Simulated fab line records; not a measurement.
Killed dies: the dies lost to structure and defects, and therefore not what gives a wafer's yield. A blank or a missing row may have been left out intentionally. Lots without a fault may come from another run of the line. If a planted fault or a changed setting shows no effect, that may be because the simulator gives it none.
The tool behind it: which one? :: flow gf180mcu :: 13 lots, 39 wafers sampled, at 5 steps of a route of 602

== WHAT THE GAUGES SHOWED, per wafer ==
GF_V3_THK_MEAS_03. Usual: for V3_CVD_02_THK the level is 852 nm and the standard deviation is 11.
lot: L196
measured: day 21 16:33
on: filmMetro-02
V3_CVD_02_THK (nm): 850 859 866
flag: 

lot: L197
measured: day 22 07:48
on: filmMetro-03
V3_CVD_02_THK (nm): 844 843 848
flag: 

lot: L198
measured: day 22 12:32
on: filmMetro-03
V3_CVD_02_THK (nm): 848 858 862
flag: 

lot: L199
measured: day 22 22:31
on: filmMetro-03
V3_CVD_02_THK (nm): 839 841 852
flag: 

lot: L201
measured: day 23 10:26
on: filmMetro-01
V3_CVD_02_THK (nm): 849 848 866
flag: 

lot: L203
measured: day 24 06:12
on: filmMetro-03
V3_CVD_02_THK (nm): 845 852 871
flag: 

lot: L204
measured: day 24 12:54
on: filmMetro-03
V3_CVD_02_THK (nm): 839 850 857
flag: 

lot: L205
measured: day 25 03:50
on: filmMetro-02
V3_CVD_02_THK (nm): 870 861 871
flag: 

lot: L206
measured: day 25 11:11
on: filmMetro-02
V3_CVD_02_THK (nm): 858 849 844
flag: 

lot: L209
measured: day 26 07:24
on: filmMetro-02
V3_CVD_02_THK (nm): 859 842 851
flag: 

lot: L210
measured: day 26 13:43
on: filmMetro-03
V3_CVD_02_THK (nm): 834 835 857
flag: 

lot: L211
measured: day 26 23:35
on: filmMetro-01
V3_CVD_02_THK (nm): 854 854 842
flag: 

lot: L216
measured: day 28 07:20
on: filmMetro-02
V3_CVD_02_THK (nm): 845 851 851
flag: 

GF_V4_THK_MEAS_01. Usual: for V4_CVD_00_THK the level is 601 nm and the standard deviation is 6.8.
lot: L196
measured: day 23 18:57
on: filmMetro-01
V4_CVD_00_THK (nm): 604 596 585
flag: 

lot: L197
measured: day 24 08:14
on: filmMetro-03
V4_CVD_00_THK (nm): 590 594 589
flag: 

lot: L198
measured: day 24 11:55
on: filmMetro-01
V4_CVD_00_THK (nm): 592 594 597
flag: 

lot: L199
measured: day 24 21:38
on: filmMetro-04
V4_CVD_00_THK (nm): 609 604 598
flag: 

lot: L201
measured: day 25 08:43
on: filmMetro-04
V4_CVD_00_THK (nm): 595 599 600
flag: 

lot: L203
measured: day 26 03:34
on: filmMetro-01
V4_CVD_00_THK (nm): 605 603 604
flag: 

lot: L204
measured: day 26 11:14
on: filmMetro-04
V4_CVD_00_THK (nm): 594 602 608
flag: 

lot: L205
measured: day 27 01:04
on: filmMetro-04
V4_CVD_00_THK (nm): 598 597 608
flag: 

lot: L206
measured: day 27 07:20
on: filmMetro-04
V4_CVD_00_THK (nm): 598 607 608
flag: 

lot: L209
measured: day 28 02:41
on: filmMetro-04
V4_CVD_00_THK (nm): 598 600 599
flag: 

lot: L210
measured: day 28 08:15
on: filmMetro-04
V4_CVD_00_THK (nm): 585 586 582
flag: 

lot: L211
measured: day 28 17:56
on: filmMetro-04
V4_CVD_00_THK (nm): 616 602 613
flag: 

lot: L216
measured: day 30 00:11
on: filmMetro-04
V4_CVD_00_THK (nm): 605 597 593
flag: 

GF_M5_OVL_MEAS_08. Usual: for M5_OVL the level is 2 nm and the standard deviation is 4.7.
lot: L196
measured: day 26 15:01
on: overlay-01
M5_OVL (nm): 0 -3 -4
flag: 

lot: L197
measured: day 27 02:08
on: overlay-01
M5_OVL (nm): 3 2 1
flag: 

lot: L198
measured: day 27 06:12
on: overlay-01
M5_OVL (nm): -1 -3 -3
flag: 

lot: L199
measured: day 27 15:19
on: overlay-01
M5_OVL (nm): 5 2 8
flag: 

lot: L201
measured: day 28 00:50
on: overlay-02
M5_OVL (nm): 11 7 13
flag: 

lot: L203
measured: day 28 19:11
on: overlay-01
M5_OVL (nm): 3 3 -1
flag: 

lot: L204
measured: day 29 02:09
on: overlay-02
M5_OVL (nm): 3 -1 -2
flag: 

lot: L205
measured: day 29 14:56
on: overlay-02
M5_OVL (nm): 3 6 2
flag: 

lot: L206
measured: day 29 21:13
on: overlay-02
M5_OVL (nm): 0 5 -1
flag: 

lot: L209
measured: day 30 15:01
on: overlay-02
M5_OVL (nm): 7 4 7
flag: 

lot: L210
measured: day 30 19:59
on: overlay-01
M5_OVL (nm): 3 3 3
flag: 

lot: L211
measured: day 31 03:55
on: overlay-02
M5_OVL (nm): -1 -3 0
flag: 

lot: L216
measured: day 32 08:16
on: overlay-01
M5_OVL (nm): 4 2 5
flag: 

GF_V5_THK_MEAS_03. Usual: for V5_CVD_02_THK the level is 1449 nm and the standard deviation is 20.
lot: L196
measured: day 26 15:57
on: filmMetro-03
V5_CVD_02_THK (nm): 1456 1456 1492
flag: 

lot: L197
measured: day 27 03:05
on: filmMetro-01
V5_CVD_02_THK (nm): 1462 1431 1448
flag: 

lot: L198
measured: day 27 07:08
on: filmMetro-02
V5_CVD_02_THK (nm): 1433 1427 1439
flag: 

lot: L199
measured: day 27 16:15
on: filmMetro-01
V5_CVD_02_THK (nm): 1417 1428 1445
flag: 

lot: L201
measured: day 28 01:55
on: filmMetro-02
V5_CVD_02_THK (nm): 1425 1452 1491
flag: 

lot: L203
measured: day 28 20:17
on: filmMetro-01
V5_CVD_02_THK (nm): 1464 1467 1469
flag: 

lot: L204
measured: day 29 03:13
on: filmMetro-02
V5_CVD_02_THK (nm): 1457 1456 1469
flag: 

lot: L205
measured: day 29 15:53
on: filmMetro-01
V5_CVD_02_THK (nm): 1435 1439 1441
flag: 

lot: L206
measured: day 29 22:09
on: filmMetro-03
V5_CVD_02_THK (nm): 1440 1433 1442
flag: 

lot: L209
measured: day 30 15:59
on: filmMetro-01
V5_CVD_02_THK (nm): 1442 1469 1459
flag: 

lot: L210
measured: day 30 20:55
on: filmMetro-03
V5_CVD_02_THK (nm): 1466 1472 1482
flag: 

lot: L211
measured: day 31 04:57
on: filmMetro-03
V5_CVD_02_THK (nm): 1447 1457 1461
flag: 

lot: L216
measured: day 32 09:12
on: filmMetro-02
V5_CVD_02_THK (nm): 1055 1455 1061
flag: OFF

== WHAT TOOL EACH LOT RAN ON (gives the tool, then ch and the chambers of the sampled wafers, and finally the start) ==
lot: L196
GF_V5_CVD_02: pecvd-02 ch 1,2, day 26 15:50

lot: L197
GF_V5_CVD_02: pecvd-02 ch 0,1,2, day 27 03:00

lot: L198
GF_V5_CVD_02: pecvd-02 ch 0,1,2, day 27 07:02

lot: L199
GF_V5_CVD_02: pecvd-04 ch 0,1, day 27 16:08

lot: L201
GF_V5_CVD_02: pecvd-02 ch 0,1,2, day 28 01:48

lot: L203
GF_V5_CVD_02: pecvd-01 ch 0,1,2, day 28 20:11

lot: L204
GF_V5_CVD_02: pecvd-04 ch 0,1,2, day 29 03:06

lot: L205
GF_V5_CVD_02: pecvd-02 ch 0,2, day 29 15:45

lot: L206
GF_V5_CVD_02: pecvd-01 ch 0,1,2, day 29 22:02

lot: L209
GF_V5_CVD_02: pecvd-04 ch 0,1,2, day 30 15:54

lot: L210
GF_V5_CVD_02: pecvd-01 ch 1,2, day 30 20:49

lot: L211
GF_V5_CVD_02: pecvd-02 ch 0,2, day 31 04:47

lot: L216
GF_V5_CVD_02: pecvd-02 ch 0,1, day 32 09:05
- GF_V5_CVD_02: deposits SiO2 from TEOS, target thk 1450 nm, time 163.28 s.

== WHAT THE TOOLS THEMSELVES READ (means of the sampled wafers that have a number; where no wafer has one, the mark that the record gives instead) ==
GF_V5_CVD_02. Usual: heaterPowerW 629 W, standard deviation 130; rfFwdPowerW 597.7 W, standard deviation 1.6.
lot: L196
tool: pecvd-02
heaterPowerW (W): 557
rfFwdPowerW (W): 598.9
flag: 

lot: L197
tool: pecvd-02
heaterPowerW (W): 591
rfFwdPowerW (W): 597.5
flag: 

lot: L198
tool: pecvd-02
heaterPowerW (W): 605
rfFwdPowerW (W): 599.1
flag: 

lot: L199
tool: pecvd-04
heaterPowerW (W): 561
rfFwdPowerW (W): 597.9
flag: 

lot: L201
tool: pecvd-02
heaterPowerW (W): 647
rfFwdPowerW (W): 597.3
flag: 

lot: L203
tool: pecvd-01
heaterPowerW (W): 648
rfFwdPowerW (W): 598.3
flag: 

lot: L204
tool: pecvd-04
heaterPowerW (W): 551
rfFwdPowerW (W): 597.4
flag: 

lot: L205
tool: pecvd-02
heaterPowerW (W): 500
rfFwdPowerW (W): 595.2
flag: 

lot: L206
tool: pecvd-01
heaterPowerW (W): 657
rfFwdPowerW (W): 597.7
flag: 

lot: L209
tool: pecvd-04
heaterPowerW (W): 506
rfFwdPowerW (W): 599.0
flag: 

lot: L210
tool: pecvd-01
heaterPowerW (W): 666
rfFwdPowerW (W): 597.8
flag: 

lot: L211
tool: pecvd-02
heaterPowerW (W): 532
rfFwdPowerW (W): 596.4
flag: 

lot: L216
tool: pecvd-02
heaterPowerW (W): 734
rfFwdPowerW (W): 597.6
flag: 

== THE ANSWER, worked out from the rows above alone ==
Rule: a lot is off if the mean of its wafers that have a number lies more than 3 standard deviations from the usual mean. Also off: a lot with no number at a reading for which 4 or more lots have one. Where the step has rows for the other lots, those lots are counted as sound. After the gauges, taken in route order, come the tools' own readings; for these a lot's mean is taken, as printed above. At the first step where some lot is off, the reading lying furthest off is the one used; lots without a number count as furthest.
Off: at GF_V5_THK_MEAS_03 (V5_CVD_02_THK), L216.
If a tool, at a process step before that reading, ran all the lots that are off and no sound lot after the first of them, it fits. Gauges at GF_V5_THK_MEAS_03: tried the same way as those tools. Can't be told from this: 2 tools fit, pecvd-02 at GF_V5_CVD_02, filmMetro-02 at GF_V5_THK_MEAS_03.

== WHAT THE SIMULATOR HAD INSERTED ==
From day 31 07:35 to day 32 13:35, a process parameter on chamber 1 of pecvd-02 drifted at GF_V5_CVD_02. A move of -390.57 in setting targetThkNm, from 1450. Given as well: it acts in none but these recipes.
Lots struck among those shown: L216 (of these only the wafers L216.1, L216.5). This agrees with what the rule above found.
